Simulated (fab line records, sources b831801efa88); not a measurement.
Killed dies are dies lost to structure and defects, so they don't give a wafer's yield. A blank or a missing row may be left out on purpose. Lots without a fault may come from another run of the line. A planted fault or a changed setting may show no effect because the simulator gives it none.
Which tool did it? | flow sfq_line | 13 lots, 39 wafers sampled, at 1 step of a route of 325

WHAT THE GAUGES READ, wafer by wafer
The record holds no reading of a measuring or inspecting step that can be judged against a usual standard deviation.

WHICH TOOL RAN EACH LOT (tool, then ch and the chambers of the sampled wafers, then the start)
lot  | SFQ_TRILAYER_I4_CMP_CMP_100
L764 | cmp-02 ch 1,2, day 47 16:37
L765 | cmp-02 ch 1,2, day 49 06:37
L766 | cmp-01 ch 0,1,2, day 49 07:28
L769 | cmp-02 ch 0,1,2, day 51 13:09
L771 | cmp-01 ch 0,2, day 52 05:51
L775 | cmp-02 ch 0,3, day 53 10:25
L780 | cmp-01 ch 1,3, day 55 16:55
L782 | cmp-01 ch 0,2,3, day 57 17:55
L783 | cmp-01 ch 0,1,2, day 58 14:12
L784 | cmp-01 ch 0,2,3, day 58 20:12
L785 | cmp-02 ch 2,3, day 58 23:53
L786 | cmp-02 ch 0,2,3, day 59 02:23
L787 | cmp-01 ch 0,1, day 59 08:12
- SFQ_TRILAYER_I4_CMP_CMP_100: polishes SiO2.

WHAT THE TOOLS THEMSELVES READ (means of the sampled wafers that have a number; where no wafer has one, the mark that the record gives instead)
SFQ_TRILAYER_I4_CMP_CMP_100.
lot  | tool   | motor_current_A (A) | time_to_endpoint_s (s)
L764 | cmp-02 | 9.4                 | 225
L765 | cmp-02 | 8.9                 | 207
L766 | cmp-01 | 9.1                 | 211
L769 | cmp-02 | 9.1                 | 221
L771 | cmp-01 | 9.5                 | 216
L775 | cmp-02 | 9.2                 | 151
L780 | cmp-01 | 10.5                | 212
L782 | cmp-01 | 10.1                | 217
L783 | cmp-01 | 9.4                 | 206
L784 | cmp-01 | 9.8                 | 216
L785 | cmp-02 | 8.7                 | 216
L786 | cmp-02 | 8.7                 | 209
L787 | cmp-01 | 9.2                 | 201

THE ANSWER, worked out from the rows above alone
Rule: what is usual is taken from the lots themselves. Put in order of their means at a reading, lots are off if they are a third of the lots or fewer, leave a main group of 4 or more, and stand apart from it by a gap of 3 or more times the standard deviation of the main group's means; of several such gaps the widest counts. A main group whose means are all the same, to the digits that the tables above print for the reading, isn't used. A lot without any number at a reading at which 4 lots or more have one is off too. The other lots that the step has rows for count as sound. The gauges are gone through in route order, then the tools' own readings, and for those a lot's mean is taken as printed above. The first step at which some lot is off is used, and at that step the reading that is off furthest; a lot without a number counts as furthest.
Off: L775, at SFQ_TRILAYER_I4_CMP_CMP_100 (time_to_endpoint_s). The main group: mean 213 s, standard deviation 6.5.
A tool fits if, at that step or a process step before it, it ran every lot that is off, and no sound lot after the first of them. None of those tried fits.

WHAT THE SIMULATOR HAD PUT IN
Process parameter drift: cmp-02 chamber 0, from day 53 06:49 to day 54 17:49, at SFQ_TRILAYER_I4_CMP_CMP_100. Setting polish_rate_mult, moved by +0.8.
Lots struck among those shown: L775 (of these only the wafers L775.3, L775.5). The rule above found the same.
